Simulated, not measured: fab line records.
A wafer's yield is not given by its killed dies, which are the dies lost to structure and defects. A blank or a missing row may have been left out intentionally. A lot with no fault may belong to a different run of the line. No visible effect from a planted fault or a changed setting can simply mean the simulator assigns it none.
fab line records	flow sky130
[record] lots = 7	wafers = 21	last_day = 50
route steps=708 shown SD_P@359 RES_XHIGH@360 SALICIDE@361 LI_CONTACT@362 PAD_OPEN@708
lots that met no fault: taken from a fault-free run of the same line
start_h: hours from the record's opening day to when the first of the lot's shown wafers began	wait_h: hours from the lot's prior step to this one	" same as the row above	L1.1+2: a row that stands for several wafers	- no value, or no start was given	* or withheld: withheld	< > ~ a bound
route shown NAME@n: a module of which the file shows steps, and the number in the route of the first	usual: average and standard deviation across the fault-free wafers	same: alike in all rows	chamber/n: place in a boat	sites: readings site by site	_std_site: the standard deviation of these	_edge_site: the outer-site mean with the inner-site mean subtracted	radius_mm: how far each site lies from the wafer's centre	mask NAME#n: copy n	behind: the tool/chamber that last shaped the wafer	hold: the reason the lot was held/the length of the hold in hours/how it ended	device: the transistor (n, p or np) that didn't switch	end of line: the tests these same wafers got at the end of their route	step lacking rows: just its recipe	killed: dies lost to structure and defects at the first sort, not the wafer's yield	map: a wafer's dies, marking killed ones x, the rest . and places with no die _
set.NAME: the run value of the setting; set.NAME@STEP: its run value at that earlier step	model.NAME: the simulator's own value behind a step, which no gauge read
lots at selected steps of the route; one table per step, one row per wafer
services: a tool's chamber out of use, with start hour (start_h, from the record's first day; less than 0 if before it), hours out, and reason
[[steps]]
[step SKY_SD_N_RS_MEAS_17]
[recipe] thk_meas_gauge = four-point-probe
[usual] SD_P_RS = 147.1/0.45
lot.wafer	tool	chamber	start_h	wait_h	SD_P_RS[ohm/sq]
L167.1	film_metro-01	-	643.03	0.1	147.3
L167.5	"	-	"	"	147.6
L167.6	"	-	"	"	147.5
L169.1	film_metro-01	-	674.98	0.1	147.3
L169.4	"	-	"	"	146.8
L169.6	"	-	"	"	147.0
L173.1	film_metro-01	-	700.64	0.1	147.2
L173.2	"	-	"	"	147.3
L173.4	"	-	"	"	147.1
L175.1	film_metro-03	-	724.88	0.1	146.1
L175.3	"	-	"	"	146.9
L175.4	"	-	"	"	146.7
L179.3	film_metro-04	-	750.13	0.1	147.0
L179.4	"	-	"	"	147.3
L179.6	"	-	"	"	146.8
L186.3	film_metro-01	-	805.48	0.1	147.6
L186.4	"	-	"	"	147.6
L186.5	"	-	"	"	147.2
L189.1	film_metro-03	-	811.99	0.1	147.0
L189.2	"	-	"	"	146.8
L189.5	"	-	"	"	146.9
[step SKY_SD_N_RS_MEAS_18]
[recipe] thk_meas_gauge = four-point-probe
[usual] RES_XHIGH_RS = 333.5/1.5
lot.wafer	tool	chamber	start_h	wait_h	RES_XHIGH_RS[ohm/sq]
L167.1	film_metro-01	-	643.15	0.1	334.5
L167.5	"	-	"	"	334.1
L167.6	"	-	"	"	335.8
L169.1	film_metro-01	-	675.10	0.1	333.7
L169.4	"	-	"	"	334.7
L169.6	"	-	"	"	334.5
L173.1	film_metro-01	-	700.76	0.1	335.3
L173.2	"	-	"	"	334.9
L173.4	"	-	"	"	334.0
L175.1	film_metro-03	-	725.00	0.1	334.0
L175.3	"	-	"	"	335.2
L175.4	"	-	"	"	333.2
L179.3	film_metro-04	-	750.25	0.1	331.2
L179.4	"	-	"	"	329.1
L179.6	"	-	"	"	329.4
L186.3	film_metro-01	-	805.60	0.1	332.5
L186.4	"	-	"	"	332.6
L186.5	"	-	"	"	333.1
L189.1	film_metro-03	-	812.11	0.1	332.1
L189.2	"	-	"	"	333.2
L189.5	"	-	"	"	332.9
[step SKY_SALICIDE_CLEAN_00]
[recipe] chemistry = HF-last	time_s = 30	dilution = 100:1	dry = ipa_marangoni
[step SKY_LI_CONTACT_HDPCVD_00]
[recipe] material = PSG	target_thk_nm = 930	sigma_open_frac = 0.3	time_s = 155	temp_c = 600	sih4_flow_sccm = 60	pressure_mtorr = 6
[step SKY_LI_CONTACT_THK_MEAS_01]
[recipe] reads = PSG_of_LI_CONTACT_HDPCVD_00
[usual] LI_CONTACT_HDPCVD_THK = 929/11
lot.wafer	tool	chamber	start_h	wait_h	LI_CONTACT_HDPCVD_THK[nm]
L167.1	film_metro-03	-	643.39	0.1	914
L167.5	"	-	"	"	947
L167.6	"	-	"	"	909
L169.1	film_metro-01	-	675.34	0.1	935
L169.4	"	-	"	"	952
L169.6	"	-	"	"	931
L173.1	film_metro-03	-	701.00	0.1	921
L173.2	"	-	"	"	910
L173.4	"	-	"	"	940
L175.1	film_metro-04	-	725.24	0.1	915
L175.3	"	-	"	"	930
L175.4	"	-	"	"	912
L179.3	film_metro-01	-	750.47	0.1	932
L179.4	"	-	"	"	939
L179.6	"	-	"	"	930
L186.3	film_metro-01	-	805.83	0.1	919
L186.4	"	-	"	"	951
L186.5	"	-	"	"	917
L189.1	film_metro-01	-	812.36	0.1	939
L189.2	"	-	"	"	946
L189.5	"	-	"	"	944
[step SKY_LI_CONTACT_CMP_02]
[recipe] material = PSG	down_force_psi = 4	platen_rpm = 60	pad_velocity_m_s = 0.94248
[usual] motor_current_A = 12.3/1.1	retaining_ring_pressure_frac = 1.000/0.005	time_to_endpoint_s = 32/3.7
lot.wafer	tool	chamber	start_h	wait_h	motor_current_A	retaining_ring_pressure_frac	time_to_endpoint_s
L167.1	cmp-02	2	643.50	0.1	12.7	1.005	32
L167.6	"	1	"	"	11.6	0.998	31
L167.5	"	2	"	"	13.4	1.009	36
L169.1	cmp-02	0	675.50	0.1	10.7	0.999	26
L169.4	"	1	"	"	11.6	0.990	27
L169.6	"	2	"	"	12.7	1.004	30
L173.4	cmp-02	2	701.06	0.0	11.9	1.001	34
L173.1	"	3	"	"	12.5	0.994	35
L173.2	"	1	"	"	11.4	1.008	28
L175.4	cmp-01	1	725.30	0.0	14.2	1.002	34
L175.1	"	3	"	"	13.9	1.002	30
L175.3	"	0	"	"	12.8	0.998	33
L179.4	cmp-02	3	750.56	0.1	11.8	1.006	37
L179.3	"	0	"	"	10.3	1.010	28
L179.6	"	3	"	"	11.8	1.005	35
L186.4	cmp-02	2	805.87	0.0	12.9	0.998	31
L186.3	"	1	"	"	11.2	1.007	27
L186.5	"	3	"	"	12.3	0.999	33
L189.2	cmp-02	3	812.47	0.1	12.5	1.003	37
L189.1	"	0	"	"	10.7	0.987	27
L189.5	"	2	"	"	12.8	1.000	34
[step SKY_LI_CONTACT_BOW_MEAS_03]
[recipe] mode = bow
[usual] LI_CONTACT_BOW = 56/7.4
lot.wafer	tool	chamber	start_h	wait_h	LI_CONTACT_BOW[um]
L167.1	film_metro-04	-	643.75	0.2	51
L167.5	"	-	"	"	52
L167.6	"	-	"	"	55
L169.1	film_metro-01	-	675.70	0.1	57
L169.4	"	-	"	"	55
L169.6	"	-	"	"	69
L173.1	film_metro-04	-	701.36	0.2	62
L173.2	"	-	"	"	73
L173.4	"	-	"	"	64
L175.1	film_metro-03	-	725.60	0.1	63
L175.3	"	-	"	"	64
L175.4	"	-	"	"	46
L179.3	film_metro-03	-	750.85	0.2	66
L179.4	"	-	"	"	51
L179.6	"	-	"	"	70
L186.3	film_metro-03	-	806.21	0.1	52
L186.4	"	-	"	"	58
L186.5	"	-	"	"	59
L189.1	film_metro-03	-	812.72	0.1	50
L189.2	"	-	"	"	55
L189.5	"	-	"	"	49
[step SKY_LI_CONTACT_DEHYDRATE_04]
[recipe] temp_c = 200	time_s = 60
[step SKY_LI_CONTACT_HMDS_05]
[recipe] prime_time_s = 60	prime_temp_c = 120
[step SKY_LI_CONTACT_COAT_06]
[recipe] resist = BARC	temp_c = withheld	time_s = withheld	spin_rpm = 3000	resist_thk_nm = 60
[step SKY_LI_CONTACT_COAT_07]
[recipe] resist = KrF-thick	spin_rpm = 3000	resist_thk_nm = 450
[step SKY_LI_CONTACT_SOFTBAKE_08]
[recipe] temp_c = 99.25	time_s = 90	resist = KrF-thick
[step SKY_LI_CONTACT_EXPOSE_09]
[recipe] mask_id = LICM1	na = 0.8	source_shape = annular	sigma_inner = 0.55	sigma_outer = 0.85	target_cd_nm = 170	dose_mj = 38
[usual] focus_offset_nm = -0.1/0.45
lot.wafer	tool	chamber	start_h	wait_h	mask	focus_offset_nm	model.LI_CONTACT.overlay_x_nm
L167.1	krf_scanner-01	0	657.93	-	LICM1#0	-0.1	2.901
L167.5	"	0	"	"	LICM1#0	0.0	2.901
L167.6	"	0	"	"	LICM1#0	-1.1	2.901
L169.1	krf_scanner-02	0	690.39	-	LICM1#0	-0.4	-0.6227
L169.4	"	0	"	"	LICM1#0	0.2	-0.6227
L169.6	"	0	"	"	LICM1#0	-0.1	-0.6227
L173.1	krf_scanner-02	0	715.58	-	LICM1#0	0.2	62.71
L173.2	"	0	"	"	LICM1#0	-0.3	62.71
L173.4	"	0	"	"	LICM1#0	-0.7	62.71
L175.1	krf_scanner-02	0	739.88	-	LICM1#0	-0.9	69.91
L175.3	"	0	"	"	LICM1#0	-0.4	69.91
L175.4	"	0	"	"	LICM1#0	-0.2	69.91
L179.3	krf_scanner-02	0	764.03	-	LICM1#0	0.0	67.71
L179.4	"	0	"	"	LICM1#0	0.0	67.71
L179.6	"	0	"	"	LICM1#0	0.0	67.71
L186.3	krf_scanner-01	0	819.37	-	LICM1#0	-1.0	-2.901
L186.4	"	0	"	"	LICM1#0	-0.5	-2.901
L186.5	"	0	"	"	LICM1#0	-0.8	-2.901
L189.1	krf_scanner-01	0	826.38	-	LICM1#0	0.4	3.703
L189.2	"	0	"	"	LICM1#0	0.2	3.703
L189.5	"	0	"	"	LICM1#0	-0.1	3.703
[step SKY_LI_CONTACT_PEB_10]
[recipe] peb_temp_c = withheld	peb_time_s = withheld	resist = KrF-thick
[step SKY_LI_CONTACT_DEVELOP_11]
[recipe] develop_time_s = 60	resist = KrF-thick	dev_temp_c = 21
[step SKY_LI_CONTACT_CD_MEAS_12]
[recipe] target_cd_nm = 170
[usual] cd_nm = 170.1/1.3
lot.wafer	tool	chamber	start_h	wait_h	cd_nm
L167.1	cd_sem-01	-	671.76	-	170.0
L167.5	"	-	"	"	170.8
L167.6	"	-	"	"	171.7
L169.1	cd_sem-01	-	704.26	-	171.0
L169.4	"	-	"	"	169.1
L169.6	"	-	"	"	170.7
L173.1	cd_sem-02	-	729.18	-	171.8
L173.2	"	-	"	"	169.7
L173.4	"	-	"	"	170.7
L175.1	cd_sem-02	-	753.02	-	168.4
L175.3	"	-	"	"	170.4
L175.4	"	-	"	"	169.2
L179.3	cd_sem-02	-	777.81	-	169.5
L179.4	"	-	"	"	169.9
L179.6	"	-	"	"	171.1
L186.3	cd_sem-02	-	832.52	-	167.2
L186.4	"	-	"	"	167.6
L186.5	"	-	"	"	166.8
L189.1	cd_sem-02	-	839.06	-	169.4
L189.2	"	-	"	"	168.6
L189.5	"	-	"	"	167.8
[step SKY_LI_CONTACT_OVL_MEAS_13]
[usual] LI_CONTACT_OVL = 0/4.9
lot.wafer	tool	chamber	start_h	wait_h	LI_CONTACT_OVL[nm]
L167.1	overlay-01	-	671.88	0.1	9
L167.5	"	-	"	"	4
L167.6	"	-	"	"	8
L169.1	overlay-01	-	704.38	0.1	2
L169.4	"	-	"	"	-7
L169.6	"	-	"	"	-6
L173.1	overlay-01	-	729.30	0.1	67
L173.2	"	-	"	"	53
L173.4	"	-	"	"	62
L175.1	overlay-01	-	753.14	0.1	68
L175.3	"	-	"	"	63
L175.4	"	-	"	"	66
L179.3	overlay-02	-	777.90	0.1	70
L179.4	"	-	"	"	64
L179.6	"	-	"	"	65
L186.3	overlay-01	-	832.61	0.1	-3
L186.4	"	-	"	"	0
L186.5	"	-	"	"	-8
L189.1	overlay-01	-	839.18	0.1	9
L189.2	"	-	"	"	-2
L189.5	"	-	"	"	8
[step SKY_LI_CONTACT_ETCH_14]
[recipe] chemistry = N2/H2	target = BARC	ion_energy_ev = 200	source_w = 500	bias_w = 100	pressure_mtorr = 30	n2_flow_sccm = 100	h2_flow_sccm = 200	stop_on = SiO2	time_s = 45.9	target_depth_a = 600
[usual] drypump_motor_current_A = 5.8/0.42	oes_product_au = 0.856/0.0039	throttle_valve_pct = 13.226/0.01
lot.wafer	tool	chamber	start_h	wait_h	drypump_motor_current_A	oes_product_au	rf_hours_counter_h	throttle_valve_pct
L167.1	rie_diel-02	3	671.91	0.0	5.1	0.854	5	13.237
L167.5	"	2	"	"	5.1	0.860	-	13.220
L167.6	"	3	"	"	5.1	0.852	-	13.222
L169.1	rie_diel-03	2	704.41	0.0	5.7	0.853	9	13.235
L169.4	"	0	"	"	6.1	0.849	17	13.213
L169.6	"	0	"	"	6.1	0.859	-	13.224
L173.1	rie_diel-03	1	729.33	0.0	5.9	0.858	13	13.218
L173.2	"	0	"	"	6.1	0.856	17	13.210
L173.4	"	3	"	"	5.9	0.853	6	13.217
L175.1	rie_diel-04	0	753.17	0.0	5.0	0.857	10	13.207
L175.3	"	1	"	"	5.7	0.858	12	13.224
L175.4	"	2	"	"	6.0	0.854	9	13.225
L179.3	rie_diel-03	0	777.92	0.0	6.1	0.856	18	13.226
L179.4	"	1	"	"	5.9	0.859	14	13.243
L179.6	"	3	"	"	5.9	0.847	-	13.243
L186.3	rie_diel-03	1	832.64	0.0	5.9	0.849	15	13.225
L186.4	"	0	"	"	6.1	0.860	20	13.214
L186.5	"	0	"	"	6.1	0.859	-	13.216
L189.1	rie_diel-03	2	839.22	0.0	5.7	0.854	12	13.235
L189.2	"	0	"	"	6.1	0.851	20	13.244
L189.5	"	0	"	"	6.1	0.849	-	13.233
[step SKY_PAD_OPEN_PROBE_99]
[usual] killed_at_M0_to_M3 = 42/7.5	killed_at_M4_up = 3.2/1.7	killed_at_contacts = 24/5.1	killed_at_front_end = 15/4.1	killed_at_other = 0.3/0.58	killed_dies = 85/8.9	killed_open = 46/6.4	killed_short = 39/6
[same] gross_dies = 492	killed_at_back_side = 0
lot.wafer	tool	chamber	start_h	wait_h	killed_at_M0_to_M3	killed_at_M4_up	killed_at_contacts	killed_at_front_end	killed_at_other	killed_dies	killed_open	killed_short	model.etest.pfet_g5v0d10v5.r_on_ohm_um	model.etest.licon_pdiff.rc_ohm	model.etest.sonos_uncharged.r_on_ohm_um	model.etest.licon_ndiff.rc_ohm	model.etest.licon_poly.rc_ohm	model.etest.licon_to_gate.over_limit	model.etest.licon_to_gate.short	model.etest.diode_ndiff_fingers.leak_log10_a_cm2
L167.1	prober-01	-	1071.08	0.1	36	5	41	12	0	94	59	35	4915	602	813.3	186.6	154.6	0	0	-6.831
L167.5	prober-01	-	1071.28	0.2	41	6	14	14	0	75	45	30	4847	585.9	805.8	186.4	152.3	0	0	-6.886
L167.6	prober-01	-	1071.33	0.2	35	2	24	18	1	80	45	35	4857	586.3	803.5	177.7	155.4	0	0	-6.479
L169.1	prober-01	-	1094.35	0.1	38	5	22	15	0	80	47	33	4719	591.4	802.1	180.5	150.2	0	0	-6.564
L169.4	prober-01	-	1094.50	0.2	49	1	23	16	0	89	45	43	4672	587	764.4	187.8	140.1	0	0	-6.85
L169.6	prober-01	-	1094.60	0.2	56	4	19	16	0	95	58	37	4665	564.4	785.6	175.5	139.1	0	0	-6.776
L173.1	prober-01	-	1113.69	0.1	45	1	25	13	2	86	47	38	4896	606.6	823.9	188.3	156	1	0	-5.566
L173.2	prober-01	-	1113.74	0.1	34	1	28	18	1	82	35	46	4924	659.9	812.5	190.6	149.9	1	1	-5.758
L173.4	prober-01	-	1113.84	0.2	34	3	23	16	3	79	32	46	4944	625.5	828.7	200.9	160.8	1	1	-5.96
L175.1	prober-01	-	1130.76	0.1	43	8	26	18	0	95	52	42	-	-	-	-	-	-	-	-
L175.3	prober-01	-	1130.86	0.2	45	4	30	9	0	88	48	39	-	-	-	-	-	-	-	-
L175.4	prober-01	-	1130.91	0.2	52	5	20	22	0	99	49	48	-	-	-	-	-	-	-	-
L179.3	prober-01	-	1151.53	0.2	47	4	19	17	3	90	42	45	-	-	-	-	-	-	-	-
L179.4	prober-01	-	1151.58	0.2	52	5	15	20	0	92	51	41	-	-	-	-	-	-	-	-
L179.6	prober-01	-	1151.68	0.2	49	3	21	19	0	92	47	44	-	-	-	-	-	-	-	-
L186.3	prober-02	-	1183.63	0.2	39	4	20	8	0	71	41	30	4869	589.1	816.4	187.3	158.7	0	0	-6.601
L186.4	prober-02	-	1183.68	0.2	48	4	27	6	0	85	43	42	4918	579	818.4	189.1	152.5	0	0	-6.402
L186.5	prober-02	-	1183.73	0.2	44	3	26	13	0	86	42	44	4939	611.9	800.6	189.8	147.4	0	0	-6.461
L189.1	prober-01	-	1189.54	0.1	42	3	27	13	0	85	51	34	4769	595.8	787	186	154.1	0	0	-6.77
L189.2	prober-01	-	1189.59	0.1	49	1	31	9	0	90	47	43	4808	562.1	819.7	178	148.8	0	0	-6.452
L189.5	prober-01	-	1189.74	0.2	48	2	10	11	0	71	36	35	4794	585.9	805.4	179.1	148.9	0	0	-6.709
// killed by level:class
L167.1 CONTACT:geometric_particle:open=24 VIA1:geometric_particle:open=10 VIA2:geometric_particle:open=7 LI_CONTACT:geometric_particle:open=6 METAL2:geometric_particle:short=6 LOCAL_INTERCONNECT:geometric_particle:short=5 CONTACT:geometric_particle:short=4 FIELD_ISO:geometric_particle:short=3
L167.5 VIA3:geometric_particle:open=16 LI_CONTACT:geometric_particle:open=9 VIA2:geometric_particle:open=6 FIELD_ISO:geometric_particle:open=5 METAL1:geometric_particle:short=5 METAL4:geometric_particle:short=5 POLY_GATE:geometric_particle:short=4 VIA1:geometric_particle:open=4
L167.6 CONTACT:geometric_particle:open=9 VIA3:geometric_particle:open=8 VIA1:geometric_particle:open=7 LI_CONTACT:geometric_particle:open=7 VIA2:geometric_particle:open=5 LOCAL_INTERCONNECT:geometric_particle:short=5 FIELD_ISO:geometric_particle:short=4 METAL2:geometric_particle:short=4
L169.1 CONTACT:geometric_particle:open=12 METAL1:geometric_particle:short=8 VIA1:geometric_particle:open=7 FIELD_ISO:geometric_particle:open=6 VIA1:geometric_particle:short=5 VIA3:geometric_particle:open=5 LI_CONTACT:geometric_particle:open=4 POLY_GATE:geometric_particle:short=3
L169.4 VIA1:geometric_particle:open=15 VIA1:geometric_particle:short=10 METAL1:geometric_particle:short=8 CONTACT:geometric_particle:open=7 LI_CONTACT:geometric_particle:open=7 VIA2:geometric_particle:open=5 FIELD_ISO:geometric_particle:short=4 POLY_GATE:geometric_particle:short=4
L169.6 VIA1:geometric_particle:open=18 VIA3:geometric_particle:open=8 CONTACT:geometric_particle:open=7 VIA2:geometric_particle:open=7 METAL2:geometric_particle:short=6 CONTACT:geometric_particle:short=5 METAL1:geometric_particle:short=5 FIELD_ISO:geometric_particle:short=4
L173.1 CONTACT:geometric_particle:open=9 METAL1:geometric_particle:short=8 VIA2:geometric_particle:open=7 VIA3:geometric_particle:open=6 VIA1:geometric_particle:open=6 LI_CONTACT:geometric_particle:short=5 LI_CONTACT:geometric_particle:open=5 METAL2:geometric_particle:short=5
L173.2 CONTACT:geometric_particle:short=11 VIA1:geometric_particle:open=8 VIA3:geometric_particle:open=7 FIELD_ISO:geometric_particle:short=6 LI_CONTACT:geometric_particle:short=6 LI_CONTACT:geometric_particle:open=6 METAL2:geometric_particle:short=5 CONTACT:geometric_particle:open=4
L173.4 LI_CONTACT:geometric_particle:open=11 METAL2:geometric_particle:short=8 VIA1:geometric_particle:short=7 VIA1:geometric_particle:open=6 LI_CONTACT:geometric_particle:short=5 POLY_GATE:geometric_particle:short=4 CONTACT:geometric_particle:short=4 FIELD_ISO:geometric_particle:short=3
L175.1 CONTACT:geometric_particle:open=11 VIA1:geometric_particle:open=10 LI_CONTACT:geometric_particle:open=8 FIELD_ISO:geometric_particle:short=5 CONTACT:geometric_particle:short=5 VIA2:geometric_particle:open=5 VIA3:geometric_particle:short=5 POLY_GATE:geometric_particle:open=4
L175.3 CONTACT:geometric_particle:open=13 LOCAL_INTERCONNECT:geometric_particle:short=8 VIA1:geometric_particle:open=8 METAL3:geometric_particle:short=7 VIA2:geometric_particle:open=7 CONTACT:geometric_particle:short=5 METAL1:geometric_particle:short=5 VIA3:geometric_particle:open=5
L175.4 VIA1:geometric_particle:open=15 METAL2:geometric_particle:short=8 VIA3:geometric_particle:open=7 LI_CONTACT:geometric_particle:open=6 CONTACT:geometric_particle:short=5 VIA1:geometric_particle:short=5 FIELD_ISO:geometric_particle:short=4 POLY_GATE:geometric_particle:open=4
L179.3 VIA1:geometric_particle:open=9 VIA2:geometric_particle:short=8 METAL1:geometric_particle:short=8 CONTACT:geometric_particle:open=7 FIELD_ISO:geometric_particle:short=6 LI_CONTACT:geometric_particle:open=5 VIA2:geometric_particle:open=5 POLY_GATE:geometric_particle:short=3
L179.4 VIA1:geometric_particle:open=14 VIA3:geometric_particle:open=8 METAL1:geometric_particle:short=7 FIELD_ISO:geometric_particle:open=6 POLY_GATE:geometric_particle:short=6 CONTACT:geometric_particle:open=6 VIA1:geometric_particle:short=5 FIELD_ISO:geometric_particle:short=4
L179.6 VIA1:geometric_particle:open=11 METAL1:geometric_particle:short=11 FIELD_ISO:geometric_particle:short=7 LI_CONTACT:geometric_particle:open=7 CONTACT:geometric_particle:open=7 VIA1:geometric_particle:short=7 VIA3:geometric_particle:open=6 CONTACT:geometric_particle:short=6
L186.3 CONTACT:geometric_particle:open=7 VIA1:geometric_particle:open=6 VIA2:geometric_particle:open=6 VIA3:geometric_particle:open=6 LI_CONTACT:geometric_particle:open=5 METAL2:geometric_particle:open=5 VIA1:geometric_particle:short=5 METAL2:geometric_particle:short=5
L186.4 VIA3:geometric_particle:open=12 CONTACT:geometric_particle:open=8 VIA1:geometric_particle:open=7 LI_CONTACT:geometric_particle:open=6 VIA1:geometric_particle:short=6 METAL1:geometric_particle:short=6 CONTACT:geometric_particle:short=5 METAL2:geometric_particle:short=5
L186.5 VIA1:geometric_particle:open=14 METAL2:geometric_particle:short=8 CONTACT:geometric_particle:short=7 CONTACT:geometric_particle:open=7 LI_CONTACT:geometric_particle:open=6 VIA1:geometric_particle:short=5 VIA2:geometric_particle:open=5 FIELD_ISO:geometric_particle:short=4
L189.1 VIA3:geometric_particle:open=11 CONTACT:geometric_particle:open=9 LOCAL_INTERCONNECT:geometric_particle:short=7 VIA1:geometric_particle:open=7 VIA2:geometric_particle:open=7 LI_CONTACT:geometric_particle:open=6 FIELD_ISO:geometric_particle:open=5 VIA3:geometric_particle:short=5
L189.2 VIA1:geometric_particle:open=14 CONTACT:geometric_particle:open=12 METAL1:geometric_particle:short=10 VIA3:geometric_particle:open=7 LI_CONTACT:geometric_particle:open=6 CONTACT:geometric_particle:short=5 VIA1:geometric_particle:short=5 POLY_GATE:geometric_particle:open=4
L189.5 VIA1:geometric_particle:open=13 METAL1:geometric_particle:short=8 VIA3:geometric_particle:open=8 METAL3:geometric_particle:short=6 CONTACT:geometric_particle:open=5 FIELD_ISO:geometric_particle:short=3 LOCAL_INTERCONNECT:geometric_particle:short=3 VIA1:geometric_particle:short=3
[[services]]
tool	chamber	start_h	hours	kind
cmp-02	-	622.73	2.3	repair
cmp-02	-	624.98	5.6	pm
krf_scanner-02	-	625.73	0.5	repair
krf_scanner-02	-	627.76	1.3	pm
krf_scanner-01	-	635.19	1.0	pm
krf_scanner-02	-	639.36	1.0	pm
cmp-02	-	640.03	2.0	repair
cmp-02	-	675.84	1.5	repair
krf_scanner-02	-	678.45	5.3	repair
krf_scanner-02	-	709.06	0.8	pm
cmp-02	-	710.24	1.8	repair
rie_diel-03	0	731.74	13.9	repair
rie_diel-03	1	742.75	6.4	repair
cmp-02	-	744.17	4.0	pm
krf_scanner-02	-	761.58	0.7	repair
rie_diel-03	0	780.06	2.7	repair
rie_diel-03	-	784.57	0.8	repair
krf_scanner-02	-	788.75	1.4	repair
krf_scanner-02	-	803.66	1.3	pm
krf_scanner-02	-	808.36	1.0	pm
cmp-02	-	811.72	0.6	repair
krf_scanner-02	-	819.34	0.4	repair
cmp-02	-	826.25	9.9	pm
rie_diel-03	-	827.90	0.7	repair
[[key]]
[first_sign] step = SKY_LI_CONTACT_OVL_MEAS_13	reading = LI_CONTACT_OVL	direction = up	sigmas = 13	usual = 0	struck = 64
effect none on later readings
[model_effect] step = SKY_LI_CONTACT_EXPOSE_09	value = LI_CONTACT.overlay_x_nm	without = 0.3955	struck = 66.77
[model_effect] step = SKY_PAD_OPEN_PROBE_99	value = etest.pfet_g5v0d10v5.r_on_ohm_um	without = 4788	struck = 4922
met_at SKY_LI_CONTACT_EXPOSE_09
struck_wafers L173.1,L173.2,L173.4,L175.1,L175.3,L175.4,L179.3,L179.4,L179.6
tester_left_out L173,L175,L179
onset_between 690.39 715.58
[fault] kind = scanner_matching_overlay	tool = krf_scanner-02	chamber = -	onset_h = 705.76	steps = SKY_LI_CONTACT_EXPOSE_09	offset = 66.379
// tester_left_out: of these lots the tester's yield and bins aren't shown, on N5 and GAA mostly nor the transistor test; their killed dies are dies lost to structure and defects alone, not to doping, threshold or leakage, so they don't give the yield
